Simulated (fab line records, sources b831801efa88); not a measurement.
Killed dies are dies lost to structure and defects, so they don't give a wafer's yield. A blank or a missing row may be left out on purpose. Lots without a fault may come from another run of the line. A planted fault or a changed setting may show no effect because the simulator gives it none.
Chamber matching | flow sky130 | SKY_CONTACT_CMP_04 on cmp-01: 4 sister chambers
The step polishes SiO2. 8 wafers are shown with their chamber, then 7 later ones without.

WAFERS WITH THEIR CHAMBER
wafer  | chamber | motor_current_A (A) | platen_rpm (rpm)
L575.5 | 2       | 11.5                | 60.07
L578.3 | 3       | 13.0                | 59.95
L578.6 | 2       | 12.1                | 59.98
L582.2 | 1       | 12.3                | 60.03
L582.5 | 0       | 11.1                | 60.05
L582.6 | 1       | 12.8                | 59.93
L584.2 | 0       | 10.6                | 60.00
L584.4 | 3       | 12.9                | 59.92

WAFERS WITHOUT THEIR CHAMBER
wafer  | motor_current_A (A) | platen_rpm (rpm)
L584.5 | 13.1                | 59.97
L585.1 | 11.8                | 59.92
L585.2 | 13.2                | 59.99
L585.5 | 11.2                | 60.02
L586.1 | 11.1                | 60.05
L586.3 | 12.4                | 60.06
L586.5 | 12.4                | 59.98

WHICH CHAMBER EACH WENT THROUGH
wafer  | from the rows above               | in truth
L584.5 | can't be placed: 3 or 1           | 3
L585.1 | can't be placed: 2 or 1 or 3 or 0 | 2
L585.2 | can't be placed: 3 or 1           | 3
L585.5 | can't be placed: 0 or 2           | 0
L586.1 | can't be placed: 0 or 2           | 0
L586.3 | can't be placed: 1 or 2 or 3      | 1
L586.5 | can't be placed: 1 or 3 or 2      | 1
Placed correctly: 0 of 7. Can't be placed from these rows: 7 (the true chamber is among the candidates in 7). Placed wrongly: 0.
How it was worked out, from the rows above alone: a wafer's distance from a chamber is the root of the sum, over the readings, of the square of ((its reading less the chamber's mean) divided by the reading's scatter). The wafer belongs to the nearest chamber; if the next one is less than 2 further off, it can't be placed. A chamber's mean is the mean of its shown wafers. The scatter: the root of (the sum of the squares of (reading less its chamber's mean) over the shown wafers, divided by (wafers less chambers)).
